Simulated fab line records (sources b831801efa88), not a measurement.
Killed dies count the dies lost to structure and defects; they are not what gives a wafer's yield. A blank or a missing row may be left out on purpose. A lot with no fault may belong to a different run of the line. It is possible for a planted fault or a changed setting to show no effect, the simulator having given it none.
Which of the tools did it? + flow gf180mcu + 14 lots with 42 wafers sampled at 4 steps, on a route of 602 steps

== WHAT THE GAUGES READ, wafer by wafer ==
GF_V1_THK_MEAS_25: measures by xrf. Usual: V1_W_THK typically reads 351 nm, with standard deviation 3.8.
| lot  | measured     | on            | V1_W_THK (nm) | flag |
|------|--------------|---------------|---------------|------|
| L380 | day 18 02:22 | film_metro-01 | 353 348 354   |      |
| L381 | day 18 14:25 | film_metro-01 | 352 352 356   |      |
| L382 | day 18 21:44 | film_metro-02 | 357 357 356   |      |
| L383 | day 19 07:31 | film_metro-01 | 354 355 355   |      |
| L384 | day 20 05:06 | film_metro-02 | 354 355 352   |      |
| L385 | day 20 11:46 | film_metro-04 | 350 352 345   |      |
| L386 | day 21 00:10 | film_metro-01 | 356 352 355   |      |
| L387 | day 21 06:40 | film_metro-01 | 355 351 343   |      |
| L390 | day 22 00:28 | film_metro-04 | 352 347 350   |      |
| L391 | day 22 14:26 | film_metro-02 | 351 353 350   |      |
| L392 | day 22 20:10 | film_metro-01 | 347 352 352   |      |
| L401 | day 25 14:23 | film_metro-02 | 344 346 340   |      |
| L402 | day 25 19:22 | film_metro-02 | 347 344 345   |      |
| L403 | day 26 03:11 | film_metro-04 | 348 345 348   |      |

GF_M2_THK_MEAS_06: measures by xrf. Usual: M2_ALCU_THK typically reads 450 nm, with standard deviation 5.4.
| lot  | measured     | on            | M2_ALCU_THK (nm) | flag |
|------|--------------|---------------|------------------|------|
| L380 | day 18 03:04 | film_metro-03 | 459 448 462      |      |
| L381 | day 18 15:07 | film_metro-04 | 454 460 453      |      |
| L382 | day 18 22:26 | film_metro-04 | 448 450 445      |      |
| L383 | day 19 08:13 | film_metro-01 | 449 448 450      |      |
| L384 | day 20 05:48 | film_metro-01 | 448 451 441      |      |
| L385 | day 20 12:28 | film_metro-01 | 444 447 443      |      |
| L386 | day 21 00:52 | film_metro-04 | 449 456 457      |      |
| L387 | day 21 07:22 | film_metro-04 | 452 448 452      |      |
| L390 | day 22 01:11 | film_metro-03 | 456 459          |      |
| L391 | day 22 15:08 | film_metro-01 | 455 447 444      |      |
| L392 | day 22 20:54 | film_metro-01 | 452              |      |
| L401 | day 25 15:05 | film_metro-04 | 453 453 449      |      |
| L402 | day 25 21:16 | film_metro-04 | 446 453 450      |      |
| L403 | day 26 03:54 | film_metro-04 | 445 446 448      |      |

== EACH LOT AND THE TOOL THAT RAN IT (in order: tool; ch and the chambers of the sampled wafers; start) ==
| lot  | GF_V1_CVD_23                  | GF_V1_CMP_26                  |
|------|-------------------------------|-------------------------------|
| L380 | cvd_w-01 ch 0,1, day 18 02:08 | cmp-01 ch 1,2, day 18 02:24   |
| L381 | cvd_w-02 ch 0,1, day 18 14:12 | cmp-01 ch 0,2,3, day 18 14:33 |
| L382 | cvd_w-02 ch 0,1, day 18 21:30 | cmp-01 ch 1,2,3, day 18 21:48 |
| L383 | cvd_w-01 ch 0,1, day 19 07:17 | cmp-02 ch 2,3, day 19 07:34   |
| L384 | cvd_w-02 ch 0,1, day 20 04:52 | cmp-01 ch 0,1,2, day 20 05:09 |
| L385 | cvd_w-02 ch 0,1, day 20 11:32 | cmp-01 ch 0,3, day 20 11:51   |
| L386 | cvd_w-01 ch 0,1, day 20 23:56 | cmp-02 ch 0,1,2, day 21 00:13 |
| L387 | cvd_w-02 ch 0,1, day 21 06:28 | cmp-01 ch 0,1,2, day 21 06:46 |
| L390 | cvd_w-01 ch 0,1, day 22 00:14 | cmp-01 ch 0,1, day 22 00:32   |
| L391 | cvd_w-02 ch 1, day 22 14:13   | cmp-02 ch 0,1,2, day 22 14:30 |
| L392 | cvd_w-01 ch 0, day 22 19:56   | cmp-01 ch 0,3, day 22 20:13   |
| L401 | cvd_w-01 ch 0,1, day 25 14:08 | cmp-02 ch 0,2,3, day 25 14:26 |
| L402 | cvd_w-02 ch 0,1, day 25 19:07 | cmp-02 ch 1,2,3, day 25 20:36 |
| L403 | cvd_w-02 ch 0,1, day 26 02:57 | cmp-02 ch 1,2, day 26 03:19   |
- GF_V1_CVD_23: deposits W, target thk 350 nm, time 105.05 s.
- GF_V1_CMP_26: polishes, stops on SiO2, t overpolish 15 s, target thk 0 nm.

== WHAT THE TOOLS THEMSELVES READ (means of the sampled wafers that have a number; where no wafer has one, the mark that the record gives instead) ==
GF_V1_CVD_23. Usual: heater_power_w reads 853 W (standard deviation 37).
| lot  | tool     | heater_power_w (W) | flag |
|------|----------|--------------------|------|
| L380 | cvd_w-01 | 818                |      |
| L381 | cvd_w-02 | 888                |      |
| L382 | cvd_w-02 | 890                |      |
| L383 | cvd_w-01 | 816                |      |
| L384 | cvd_w-02 | 880                |      |
| L385 | cvd_w-02 | 884                |      |
| L386 | cvd_w-01 | 812                |      |
| L387 | cvd_w-02 | 880                |      |
| L390 | cvd_w-01 | 814                |      |
| L391 | cvd_w-02 | 897                |      |
| L392 | cvd_w-01 | 830                |      |
| L401 | cvd_w-01 | 820                |      |
| L402 | cvd_w-02 | 881                |      |
| L403 | cvd_w-02 | 902                |      |

GF_V1_CMP_26. Usual: motor_current_A 11.4 A, standard deviation 1.4; overpolish_run_s 14.999 s, standard deviation 0.0083; time_to_endpoint_s 84 s, standard deviation 3.8.
| lot  | tool   | motor_current_A (A) | overpolish_run_s (s) | time_to_endpoint_s (s) | flag |
|------|--------|---------------------|----------------------|------------------------|------|
| L380 | cmp-01 | 11.7                | 15.003               | 80                     |      |
| L381 | cmp-01 | 10.8                | 14.997               | 86                     |      |
| L382 | cmp-01 | 10.8                | 15.003               | 88                     |      |
| L383 | cmp-02 | 13.3                | 15.007               | 89                     |      |
| L384 | cmp-01 | 11.9                | 14.998               | 85                     |      |
| L385 | cmp-01 | 12.2                | 14.996               | 85                     |      |
| L386 | cmp-02 | 11.8                | 14.994               | 81                     |      |
| L387 | cmp-01 | 11.8                | 14.999               | 85                     |      |
| L390 | cmp-01 | 12.1                | 10.009               | 100                    | OFF  |
| L391 | cmp-02 | 11.6                | 15.004               | 86                     |      |
| L392 | cmp-01 | 11.2                | 5.028                | 117                    | OFF  |
| L401 | cmp-02 | 12.4                | 14.994               | 86                     |      |
| L402 | cmp-02 | 12.0                | 14.997               | 83                     |      |
| L403 | cmp-02 | 11.1                | 14.995               | 81                     |      |

== THE ANSWER, worked out from the rows above alone ==
Rule: take the mean of a lot's wafers that have a number; if it is more than 3 standard deviations from the usual mean, the lot is off. A lot without any number at a reading at which 4 lots or more have one is off too. The other lots that the step has rows for count as sound. First the gauges in route order, then the tools' own readings, where a lot's mean is used as printed above. The first step at which some lot is off is used, and at that step the reading that is off furthest; a lot without a number counts as furthest.
Off, at GF_V1_CMP_26 on overpolish_run_s: L390, L392.
A tool fits if, at that step or a process step before it, it ran every lot that is off, and no sound lot after the first of them. One fits: cmp-01 at GF_V1_CMP_26. A fault onset in the window from L387 (day 21 06:46, its last sound lot) to L390 (day 22 00:32, its first lot off) fits.
The tool's own readings at GF_V1_CMP_26 bear it out: on the lots that are off they differ by more than 5 times the standard deviation of the sound lots' means. overpolish_run_s reads 7.518 s there against 14.999 s on the sound lots; time_to_endpoint_s reads 108 s there against 85 s on the sound lots.

== WHAT THE SIMULATOR HAD PUT IN ==
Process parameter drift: cmp-01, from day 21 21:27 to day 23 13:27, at GF_V1_CMP_26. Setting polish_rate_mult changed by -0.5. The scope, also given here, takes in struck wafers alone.
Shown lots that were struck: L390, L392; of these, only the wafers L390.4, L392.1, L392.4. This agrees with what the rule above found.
